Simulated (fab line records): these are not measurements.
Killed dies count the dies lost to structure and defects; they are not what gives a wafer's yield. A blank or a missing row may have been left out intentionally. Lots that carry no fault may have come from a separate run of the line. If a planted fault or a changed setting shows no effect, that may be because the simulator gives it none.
fab line records	flow sfq_line
record: lots: 5	wafers: 23
route steps=325 shown INCOMING@2 L0@7 L0V@17 M0@32 I0@48 M1@59
start_h: hours from the record's opening day to when the first of the lot's shown wafers began	wait_h: hours since the lot's step before	" identical to the entry in the row above	L1.1+2: a single row standing in for several wafers	- no value present, or no start provided	* or withheld: withheld	< > ~ a bound
route shown NAME@n: names a module that has steps shown in the file, with the first one's number in the route	usual: the fault-free wafers' mean and standard deviation	same: alike in all rows	chamber/n: place in a boat	sites: each site's reading	_std_site: how widely they spread, as a standard deviation	_edge_site: inner sites' mean taken away from outer sites' mean	radius_mm: for every site, how far away it sits from the centre of the wafer	mask NAME#n: copy n	behind: the most recent tool/chamber to have shaped the wafer	hold: why the lot was held/for how many hours/how that ended	device: the n, p or np transistor that did not switch	end of line: the route-end tests of the same wafers	for a step that has no rows: nothing shown but its recipe	killed: dies that structure and defects cost at the first sort, which is not the same as the wafer's yield	map: dies across one wafer; x = killed, . = not, _ = none there
set.NAME: the setting as run; set.NAME@STEP: as run at that earlier step	model.NAME: the simulator's own value behind a step, which no gauge read
lots with deliberately changed settings; one table per step, one row per wafer
== steps ==
step: SFQ_TRILAYER_INCOMING_OXIDATION_002
recipe: temp_c: 1000	ambient: H2O	target_thk_a: 5000	p_h2o_torr: 720	ox_time_s: 4939
lot.wafer	tool	chamber	start_h	wait_h	set.ox_time_s	model.SiO2_of_TRILAYER_INCOMING_OXIDATION_002.thk_nm
L074.2	furnace-01	0	10.12	0.1	4939	503.2
L074.4	"	0	"	"	4939	519.1
L074.5	"	0	"	"	4939	511
L076.2	-	-	-	0.1	5285	530.9
L076.3	"	-	"	"	5285	539.2
L076.4	"	-	"	"	5285	535.9
L076.5	"	-	"	"	5285	539.5
L076.6	"	-	"	"	5285	538.5
L078.1	-	-	-	0.1	4684	488.4
L078.2	"	-	"	"	4684	475
L078.3	"	-	"	"	4684	480.7
L078.4	"	-	"	"	4684	484.9
L078.5	"	-	"	"	4684	483
L080.2	-	-	-	0.1	5251	529.8
L080.3	"	-	"	"	5251	526.2
L080.4	"	-	"	"	5251	525.3
L080.5	"	-	"	"	5251	521.7
L080.6	"	-	"	"	5251	530.9
L083.1	-	-	-	0.1	5478	527.3
L083.3	"	-	"	"	5478	528.7
L083.4	"	-	"	"	5478	542.4
L083.5	"	-	"	"	5478	536.7
L083.6	"	-	"	"	5478	532.7
step: SFQ_TRILAYER_L0_LITHO_COAT_005
recipe: resist: KrF	spin_rpm: 3000	resist_thk_nm: 600
lot.wafer	tool	chamber	start_h	wait_h	set.spin_rpm	model.KrF_of_TRILAYER_L0_LITHO_COAT_005.thk_nm
L074.2	litho_track-04	0	13.09	0.2	3000	600.6
L074.4	"	0	"	"	3000	598.3
L074.5	"	0	"	"	3000	599.9
L076.2	litho_track-04	0	23.39	0.2	3091	590.1
L076.3	"	0	"	"	3000	599
L076.4	"	0	"	"	3091	591
L076.5	"	0	"	"	3000	599.8
L076.6	"	0	"	"	3000	600.4
L078.1	litho_track-02	0	33.04	0.2	3000	601.5
L078.2	"	0	"	"	3122	590.7
L078.3	"	0	"	"	3000	601.2
L078.4	"	0	"	"	3122	588.6
L078.5	"	0	"	"	3122	589.7
L080.2	litho_track-04	0	43.09	0.2	3000	600.4
L080.3	"	0	"	"	3000	601.5
L080.4	"	0	"	"	3000	600
L080.5	"	0	"	"	3000	600.8
L080.6	"	0	"	"	3000	600.9
L083.1	litho_track-04	0	58.04	0.2	3000	603.2
L083.3	"	0	"	"	3072	595.7
L083.4	"	0	"	"	3072	595.2
L083.5	"	0	"	"	3072	592
L083.6	"	0	"	"	3000	603.5
step: SFQ_TRILAYER_L0_LITHO_SOFTBAKE_009
recipe: temp_c: withheld	time_s: withheld	resist: KrF
step: SFQ_TRILAYER_L0_LITHO_EXPOSE_006
recipe: mask_id: L0	na: 0.6	source_shape: conventional	sigma_outer: 0.65	target_cd_nm: 2000	dose_mj: 14.4
step: SFQ_TRILAYER_L0_LITHO_PEB_008
recipe: peb_temp_c: 115	peb_time_s: 60	resist: KrF
step: SFQ_TRILAYER_L0_LITHO_DEVELOP_007
recipe: time_s: 60	resist: KrF
step: SFQ_TRILAYER_L0_BARC_OPEN_METAL_ETCH_010
recipe: mask_material: PR	chemistry: O2	target_depth_nm: 125	target: BARC	icp_w: 600	bias_w: 80	pressure_mtorr: 10	time_s: 41.7
lot.wafer	tool	chamber	start_h	wait_h	set.spin_rpm@TRILAYER_L0_LITHO_COAT_005	model.KrF_of_TRILAYER_L0_LITHO_COAT_005.thk_nm
L074.2	rie_metal-03	0	57.09	0.1	3000	523.2
L074.4	"	0	"	"	3000	520.9
L074.5	"	0	"	"	3000	522.2
L076.2	rie_metal-04	1	66.69	0.1	3091	513.1
L076.3	"	0	"	"	3000	522.7
L076.4	"	1	"	"	3091	514.4
L076.5	"	0	"	"	3000	523.6
L076.6	"	1	"	"	3000	523.8
L078.1	rie_metal-01	1	85.02	0.1	3000	524.7
L078.2	"	0	"	"	3122	514.9
L078.3	"	0	"	"	3000	525.3
L078.4	"	1	"	"	3122	511.4
L078.5	"	0	"	"	3122	513.9
L080.2+6	rie_metal-04	0,1	93.42	0.1	3000	524.5
L080.3	"	1	"	"	3000	525.5
L080.4	"	0	"	"	3000	524.1
L080.5	"	0	"	"	3000	524.7
L083.1	rie_metal-04	0	107.82	0.1	3000	527.2
L083.3	"	1	"	"	3072	519.4
L083.4	"	0	"	"	3072	518.7
L083.5	"	1	"	"	3072	515.2
L083.6	"	0	"	"	3000	527.9
step: SFQ_TRILAYER_L0_VIA_LITHO_COAT_018
recipe: resist: BARC	spin_rpm: 3000	resist_thk_nm: 62
lot.wafer	tool	chamber	start_h	wait_h	set.resist_thk_nm	model.BARC_of_TRILAYER_L0_VIA_LITHO_COAT_018.thk_nm
L074.2	litho_track-03	0	58.06	0.1	62	61.97
L074.4	"	0	"	"	62	62.06
L074.5	"	0	"	"	62	62.19
L076.2	litho_track-01	0	67.85	0.1	59.73	59.92
L076.3	"	0	"	"	59.73	59.7
L076.4	"	0	"	"	62	62.15
L076.5	"	0	"	"	62	62.26
L076.6	"	0	"	"	59.73	59.82
L078.1	litho_track-01	0	85.92	0.0	62	62.06
L078.2	"	0	"	"	62	62.26
L078.3	"	0	"	"	59.14	59.07
L078.4	"	0	"	"	59.14	59.21
L078.5	"	0	"	"	59.14	59.24
L080.2	litho_track-02	0	94.37	0.1	63.51	63.33
L080.3	"	0	"	"	62	61.75
L080.4	"	0	"	"	62	61.74
L080.5	"	0	"	"	63.51	63.3
L080.6	"	0	"	"	62	61.9
L083.1	litho_track-02	0	108.72	0.0	60.91	60.54
L083.3	"	0	"	"	60.91	60.59
L083.4	"	0	"	"	62	61.81
L083.5	"	0	"	"	62	61.89
L083.6	"	0	"	"	60.91	60.69
step: SFQ_TRILAYER_L0_VIA_LITHO_COAT_013
recipe: resist: KrF	spin_rpm: 3000	resist_thk_nm: 650
lot.wafer	tool	chamber	start_h	wait_h	set.resist_thk_nm	model.KrF_of_TRILAYER_L0_VIA_LITHO_COAT_013.thk_nm
L074.2	litho_track-03	0	58.36	0.2	650	649.9
L074.4	"	0	"	"	650	652.3
L074.5	"	0	"	"	650	652
L076.2	litho_track-01	0	68.15	0.2	628.6	628.7
L076.3	"	0	"	"	650	653
L076.4	"	0	"	"	628.6	629.5
L076.5	"	0	"	"	628.6	630.1
L076.6	"	0	"	"	650	651.7
L078.1+5	litho_track-01	0	86.22	0.2	650	651.3
L078.2	"	0	"	"	650	650.5
L078.3	"	0	"	"	650	651.5
L078.4	"	0	"	"	650	649.7
L080.2	litho_track-02	0	94.67	0.2	650	648
L080.3	"	0	"	"	636	637.4
L080.4	"	0	"	"	650	650
L080.5	"	0	"	"	636	635.5
L080.6	"	0	"	"	636	635.7
L083.1	litho_track-02	0	109.02	0.2	650	647.9
L083.3	"	0	"	"	650	649.3
L083.4	"	0	"	"	614.8	613.6
L083.5	"	0	"	"	650	647.6
L083.6	"	0	"	"	614.8	613
step: SFQ_TRILAYER_L0_VIA_LITHO_SOFTBAKE_017
recipe: temp_c: withheld	time_s: withheld	resist: KrF
step: SFQ_TRILAYER_L0_VIA_LITHO_EXPOSE_014
recipe: mask_id: L0V	na: 0.6	source_shape: conventional	sigma_outer: 0.65	target_cd_nm: 700	dose_mj: 21.3
step: SFQ_TRILAYER_L0_VIA_LITHO_DEVELOP_015
recipe: time_s: 60	resist: KrF
step: SFQ_TRILAYER_L0_VIA_BARC_OPEN_VIA_ETCH_021
recipe: mask_material: PR	chemistry: O2	target_depth_nm: 125	target: BARC	source_w: 500	bias_w: 80	pressure_mtorr: 30	time_s: 43.58
lot.wafer	tool	chamber	start_h	wait_h	set.resist_thk_nm@TRILAYER_L0_VIA_LITHO_COAT_018	set.resist_thk_nm@TRILAYER_L0_VIA_LITHO_COAT_013	model.KrF_of_TRILAYER_L0_VIA_LITHO_COAT_013.thk_nm	model.etch.depth_nm
L074.2	rie_diel-04	3	109.05	0.0	62	650	572.8	61.97
L074.4	"	2	"	"	62	650	573.9	62.06
L074.5	"	3	"	"	62	650	575.1	62.19
L076.2	rie_diel-01	2	122.35	0.0	59.73	628.6	550.2	-
L076.3	"	1	"	"	59.73	650	575.4	59.7
L076.4	"	0	"	"	62	628.6	551.3	-
L076.5	"	0	"	"	62	628.6	551.9	-
L076.6	"	3	"	"	59.73	650	574.3	-
L078.1	rie_diel-02	1	142.75	0.0	62	650	572.9	62.06
L078.2	"	0	"	"	62	650	573	-
L078.3	"	2	"	"	59.14	650	573.9	-
L078.4	"	3	"	"	59.14	650	570	59.21
L078.5	"	1	"	"	59.14	650	572.5	-
L080.2	rie_diel-02	2	153.92	0.0	63.51	650	570.8	-
L080.3	"	1	"	"	62	636	560	61.75
L080.4	"	0	"	"	62	650	573.3	61.74
L080.5	"	0	"	"	63.51	636	558.9	63.3
L080.6	"	1	"	"	62	636	558	-
L083.1	rie_diel-01	3	170.72	0.0	60.91	650	571.5	60.54
L083.3	"	0	"	"	60.91	650	571.6	-
L083.4	"	1	"	"	62	614.8	537	-
L083.5	"	3	"	"	62	650	571.1	-
L083.6	"	2	"	"	60.91	614.8	535	60.69
step: SFQ_TRILAYER_M0_LITHO_COAT_026
recipe: resist: BARC	spin_rpm: 3000	resist_thk_nm: 62
lot.wafer	tool	chamber	start_h	wait_h	set.resist_thk_nm	model.BARC_of_TRILAYER_M0_LITHO_COAT_026.thk_nm
L074.2	litho_track-02	0	110.26	0.1	62	61.98
L074.4	"	0	"	"	62	62.05
L074.5	"	0	"	"	62	62.01
L076.2	litho_track-02	0	123.56	0.1	62	61.77
L076.3	"	0	"	"	62	62.09
L076.4	"	0	"	"	62	61.81
L076.5	"	0	"	"	62	61.91
L076.6	"	0	"	"	62	61.82
L078.1	litho_track-02	0	143.92	0.1	60.96	61.05
L078.2	"	0	"	"	60.96	61.17
L078.3	"	0	"	"	62	61.91
L078.4	"	0	"	"	62	62.07
L078.5	"	0	"	"	60.96	61.09
L080.2	litho_track-04	0	155.12	0.1	62	62.09
L080.3	"	0	"	"	62	62.04
L080.4	"	0	"	"	62	62.38
L080.5	"	0	"	"	62	62.2
L080.6	"	0	"	"	62	62.1
L083.1	litho_track-04	0	171.87	0.1	63.42	63.83
L083.3	"	0	"	"	62	62.49
L083.4	"	0	"	"	63.42	63.87
L083.5	"	0	"	"	62	62.62
L083.6	"	0	"	"	62	62.4
step: SFQ_TRILAYER_M0_LITHO_COAT_021
recipe: resist: KrF	spin_rpm: 3000	resist_thk_nm: 600
step: SFQ_TRILAYER_M0_LITHO_SOFTBAKE_025
recipe: temp_c: withheld	time_s: withheld	resist: KrF
step: SFQ_TRILAYER_M0_LITHO_DEVELOP_023
recipe: time_s: 60	resist: KrF
step: SFQ_TRILAYER_M0_BARC_OPEN_METAL_ETCH_031
recipe: mask_material: PR	chemistry: O2	target_depth_nm: 125	target: BARC	icp_w: 600	bias_w: 77.7	pressure_mtorr: 10	time_s: 41.7
lot.wafer	tool	chamber	start_h	wait_h	set.resist_thk_nm@TRILAYER_M0_LITHO_COAT_026	model.etch.depth_nm
L074.2	rie_metal-02	0	173.14	0.0	62	61.98
L074.4	"	0	"	"	62	62.05
L074.5	"	0	"	"	62	62.01
L076.2+4+5+6	rie_metal-02	1,1,1,0	190.92	0.0	62	-
L076.3	"	0	"	"	62	62.09
L078.1	rie_metal-02	0	214.92	0.0	60.96	61.05
L078.2+5	"	1,0	"	"	60.96	-
L078.3	"	0	"	"	62	-
L078.4	"	1	"	"	62	62.07
L080.2+6	rie_metal-01	1	223.32	0.0	62	-
L080.3	"	1	"	"	62	62.04
L080.4	"	0	"	"	62	62.38
L080.5	"	0	"	"	62	62.2
L083.1	rie_metal-04	1	244.47	0.0	63.42	63.83
L083.3+5	"	1	"	"	62	-
L083.4	"	0	"	"	63.42	-
L083.6	"	0	"	"	62	62.4
step: SFQ_TRILAYER_M0_ETCH_METAL_ETCH_024
recipe: target: Nb	stop_on: SiO2	mask_material: PR	chemistry: Cl2/Ar	target_depth_nm: 240	icp_w: 600	bias_w: 80	pressure_mtorr: 10	time_s: 120
lot.wafer	tool	chamber	start_h	wait_h	set.icp_w	model.KrF_of_TRILAYER_M0_LITHO_COAT_021.thk_nm
L074.2+4	rie_metal-02	0	173.28	0.1	600	383.2
L074.5	"	0	"	"	600	382.3
L076.2	rie_metal-02	1	190.98	0.0	600	384.5
L076.3	"	0	"	"	600	382.8
L076.4	"	1	"	"	600	388.4
L076.5	"	1	"	"	669.2	373.5
L076.6	"	0	"	"	669.2	373
L078.1	rie_metal-02	0	214.98	0.0	634.6	378
L078.2	"	1	"	"	600	386.6
L078.3	"	0	"	"	634.6	376
L078.4	"	1	"	"	634.6	378.4
L078.5	"	0	"	"	600	383.5
L080.2	rie_metal-01	1	223.38	0.0	559.1	390.1
L080.3	"	1	"	"	559.1	390.7
L080.4	"	0	"	"	600	384.3
L080.5	"	0	"	"	559.1	393
L080.6	"	1	"	"	600	382.2
L083.1	rie_metal-04	1	244.53	0.0	600	391.5
L083.3+5	"	1	"	"	600	390.3
L083.4	"	0	"	"	600	389.2
L083.6	"	0	"	"	600	385.4
step: SFQ_TRILAYER_I0_VIA_LITHO_COAT_031
recipe: resist: KrF	spin_rpm: 3000	resist_thk_nm: 650
lot.wafer	tool	chamber	start_h	wait_h	set.resist_thk_nm	model.KrF_of_TRILAYER_I0_VIA_LITHO_COAT_031.thk_nm
L074.2	litho_track-01	0	191.19	0.2	650	649.9
L074.4	"	0	"	"	650	653.3
L074.5	"	0	"	"	650	648.5
L076.2	litho_track-01	0	206.55	0.2	650	648.2
L076.3	"	0	"	"	621.5	621.6
L076.4	"	0	"	"	650	651.2
L076.5	"	0	"	"	621.5	621.7
L076.6	"	0	"	"	650	648.7
L078.1	litho_track-04	0	224.50	0.2	666.2	662.7
L078.2	"	0	"	"	650	647.3
L078.3	"	0	"	"	650	647.7
L078.4	"	0	"	"	666.2	661.8
L078.5	"	0	"	"	650	647.1
L080.2	litho_track-04	0	236.55	0.2	676	679.2
L080.3	"	0	"	"	676	680.7
L080.4	"	0	"	"	650	652
L080.5	"	0	"	"	650	652.6
L080.6	"	0	"	"	676	675.2
L083.1	litho_track-03	0	254.50	0.2	650	649.6
L083.3	"	0	"	"	688.6	686.5
L083.4	"	0	"	"	650	648
L083.5	"	0	"	"	650	649.4
L083.6	"	0	"	"	688.6	688.1
step: SFQ_TRILAYER_I0_VIA_LITHO_SOFTBAKE_035
recipe: temp_c: withheld	time_s: withheld	resist: KrF
step: SFQ_TRILAYER_I0_VIA_LITHO_EXPOSE_032
recipe: mask_id: I0	na: 0.6	source_shape: conventional	sigma_outer: 0.65	target_cd_nm: 500	dose_mj: 21.3
step: SFQ_TRILAYER_I0_VIA_BARC_OPEN_VIA_ETCH_046
recipe: mask_material: PR	chemistry: O2	target_depth_nm: 125	target: BARC	source_w: 482.7	bias_w: 80	pressure_mtorr: 30	time_s: 41.7
step: SFQ_TRILAYER_I0_VIA_ETCH_VIA_ETCH_034
recipe: target: SiO2	stop_on: Nb	mask_material: PR	taper_deg: 20	chemistry: CHF3	target_depth_nm: 260	source_w: 500	bias_w: 80	pressure_mtorr: 30	time_s: withheld
lot.wafer	tool	chamber	start_h	wait_h	set.resist_thk_nm@TRILAYER_I0_VIA_LITHO_COAT_031	model.KrF_of_TRILAYER_I0_VIA_LITHO_COAT_031.thk_nm
L074.2	rie_diel-01	3	230.15	0.0	650	532.2
L074.4	"	2	"	"	650	532.3
L074.5	"	2	"	"	650	527.2
L076.2	rie_diel-01	1	247.05	0.0	650	531
L076.3	"	0	"	"	621.5	501.6
L076.4	"	3	"	"	650	533.8
L076.5	"	0	"	"	621.5	502.1
L076.6	"	1	"	"	650	531.1
L078.1	rie_diel-03	3	268.61	0.0	666.2	541.9
L078.2	"	0	"	"	650	528.8
L078.3	"	1	"	"	650	527.7
L078.4	"	1	"	"	666.2	541.5
L078.5	"	3	"	"	650	526.5
L080.2	rie_diel-01	2	283.01	0.0	676	558.8
L080.3	"	3	"	"	676	563.3
L080.4	"	1	"	"	650	532.9
L080.5	"	0	"	"	650	532.8
L080.6	"	3	"	"	676	558
L083.1	rie_diel-02	0	301.43	0.0	650	530.2
L083.3	"	1	"	"	688.6	566.3
L083.4	"	3	"	"	650	526.4
L083.5	"	0	"	"	650	529.9
L083.6	"	3	"	"	688.6	567
step: SFQ_TRILAYER_M1_DEP_SPUTTER_037
recipe: material: Nb	base_pressure_pa: 1.33e-06	chamber_pressure_pa: 0.1333	substrate_temp_c: 20	resputter_cathode_voltage_v: 400	target_thk_nm: 200	power_w: 2000	time_s: 133.3
lot.wafer	tool	chamber	start_h	wait_h	set.time_s	model.Nb_of_TRILAYER_M1_DEP_SPUTTER_037.thk_nm
L074.2	pvd_sputter-04	-	231.07	0.0	133.3	201.2
L074.4	"	-	"	"	133.3	199.5
L074.5	"	-	"	"	133.3	200.4
L076.2	pvd_sputter-04	-	247.97	0.0	150.1	225.4
L076.3	"	-	"	"	133.3	199.9
L076.4	"	-	"	"	133.3	198.9
L076.5	"	-	"	"	133.3	201.5
L076.6	"	-	"	"	150.1	224.3
L078.1	pvd_sputter-03	-	269.52	0.0	133.3	200
L078.2	"	-	"	"	133.3	199.1
L078.3	"	-	"	"	133.3	200.2
L078.4	"	-	"	"	133.3	198.7
L078.5	"	-	"	"	133.3	199.7
L080.2	pvd_sputter-06	-	283.92	0.0	113.9	170.4
L080.3	"	-	"	"	133.3	203.2
L080.4	"	-	"	"	133.3	202.9
L080.5	"	-	"	"	133.3	202.3
L080.6	"	-	"	"	113.9	172.4
L083.1	pvd_sputter-06	-	302.37	0.0	133.3	202
L083.3	"	-	"	"	144	217.3
L083.4	"	-	"	"	133.3	198.3
L083.5	"	-	"	"	144	214.1
L083.6	"	-	"	"	133.3	202.6
step: SFQ_M1_RS_MEAS_909
recipe: thk_meas_gauge: four-point-probe	reads: Nb_of_TRILAYER_M1_DEP_SPUTTER_037
usual: M1_NB_RS: 0.887/0.0082
lot.wafer	tool	chamber	start_h	wait_h	set.time_s@TRILAYER_M1_DEP_SPUTTER_037	M1_NB_RS[ohm/sq]
L074.2	film_metro-01	-	231.18	0.1	133.3	0.884
L074.4	"	-	"	"	133.3	0.892
L074.5	"	-	"	"	133.3	0.888
L076.2	film_metro-04	-	248.08	0.1	150.1	0.787
L076.3	"	-	"	"	133.3	0.891
L076.4	"	-	"	"	133.3	0.893
L076.5	"	-	"	"	133.3	0.880
L076.6	"	-	"	"	150.1	0.791
L078.1	film_metro-03	-	269.61	0.0	133.3	0.889
L078.2	"	-	"	"	133.3	0.894
L078.3	"	-	"	"	133.3	0.890
L078.4	"	-	"	"	133.3	0.898
L078.5	"	-	"	"	133.3	0.892
L080.2	film_metro-03	-	284.03	0.1	113.9	1.046
L080.3	"	-	"	"	133.3	0.877
L080.4	"	-	"	"	133.3	0.876
L080.5	"	-	"	"	133.3	0.878
L080.6	"	-	"	"	113.9	1.034
L083.1	film_metro-01	-	302.46	0.0	133.3	0.880
L083.3	"	-	"	"	144	0.816
L083.4	"	-	"	"	133.3	0.898
L083.5	"	-	"	"	144	0.830
L083.6	"	-	"	"	133.3	0.877
== key ==
split: step: SFQ_TRILAYER_INCOMING_OXIDATION_002	setting: ox_time_s	stated: 4939	by: lot
response: step: SFQ_TRILAYER_INCOMING_OXIDATION_002	reading: model.SiO2_of_TRILAYER_INCOMING_OXIDATION_002.thk_nm	change: +3.39	per: 1%	r: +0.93
split: step: SFQ_TRILAYER_L0_LITHO_COAT_005	setting: spin_rpm	stated: 3000	by: wafer
response: step: SFQ_TRILAYER_L0_LITHO_COAT_005	reading: model.KrF_of_TRILAYER_L0_LITHO_COAT_005.thk_nm	change: -3.08	per: 1%	r: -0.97
response: step: SFQ_TRILAYER_L0_BARC_OPEN_METAL_ETCH_010	reading: model.KrF_of_TRILAYER_L0_LITHO_COAT_005.thk_nm	change: -3.17	per: 1%	r: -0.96
split: step: SFQ_TRILAYER_L0_VIA_LITHO_COAT_018	setting: resist_thk_nm	stated: 62	by: wafer
response: step: SFQ_TRILAYER_L0_VIA_LITHO_COAT_018	reading: model.BARC_of_TRILAYER_L0_VIA_LITHO_COAT_018.thk_nm	change: +0.65	per: 1%	r: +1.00
response: step: SFQ_TRILAYER_L0_VIA_BARC_OPEN_VIA_ETCH_021	reading: model.etch.depth_nm	change: +0.623	per: 1%	r: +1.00
split: step: SFQ_TRILAYER_L0_VIA_LITHO_COAT_013	setting: resist_thk_nm	stated: 650	by: wafer
response: step: SFQ_TRILAYER_L0_VIA_LITHO_COAT_013	reading: model.KrF_of_TRILAYER_L0_VIA_LITHO_COAT_013.thk_nm	change: +6.53	per: 1%	r: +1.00
response: step: SFQ_TRILAYER_L0_VIA_BARC_OPEN_VIA_ETCH_021	reading: model.KrF_of_TRILAYER_L0_VIA_LITHO_COAT_013.thk_nm	change: +6.65	per: 1%	r: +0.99
split: step: SFQ_TRILAYER_M0_LITHO_COAT_026	setting: resist_thk_nm	stated: 62	by: wafer
response: step: SFQ_TRILAYER_M0_LITHO_COAT_026	reading: model.BARC_of_TRILAYER_M0_LITHO_COAT_026.thk_nm	change: +0.568	per: 1%	r: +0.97
response: step: SFQ_TRILAYER_M0_BARC_OPEN_METAL_ETCH_031	reading: model.etch.depth_nm	change: +0.619	per: 1%	r: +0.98
split: step: SFQ_TRILAYER_M0_ETCH_METAL_ETCH_024	setting: icp_w	stated: 600	by: wafer
response: step: SFQ_TRILAYER_M0_ETCH_METAL_ETCH_024	reading: model.KrF_of_TRILAYER_M0_LITHO_COAT_021.thk_nm	change: -1.11	per: 1%	r: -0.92
split: step: SFQ_TRILAYER_I0_VIA_LITHO_COAT_031	setting: resist_thk_nm	stated: 650	by: wafer
response: step: SFQ_TRILAYER_I0_VIA_LITHO_COAT_031	reading: model.KrF_of_TRILAYER_I0_VIA_LITHO_COAT_031.thk_nm	change: +6.39	per: 1%	r: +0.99
response: step: SFQ_TRILAYER_I0_VIA_ETCH_VIA_ETCH_034	reading: model.KrF_of_TRILAYER_I0_VIA_LITHO_COAT_031.thk_nm	change: +6.52	per: 1%	r: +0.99
split: step: SFQ_TRILAYER_M1_DEP_SPUTTER_037	setting: time_s	stated: 133.3	by: wafer
response: step: SFQ_TRILAYER_M1_DEP_SPUTTER_037	reading: model.Nb_of_TRILAYER_M1_DEP_SPUTTER_037.thk_nm	change: +2.04	per: 1%	r: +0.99
response: step: SFQ_M1_RS_MEAS_909	reading: M1_NB_RS	change: -0.00946	per: 1%	r: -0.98
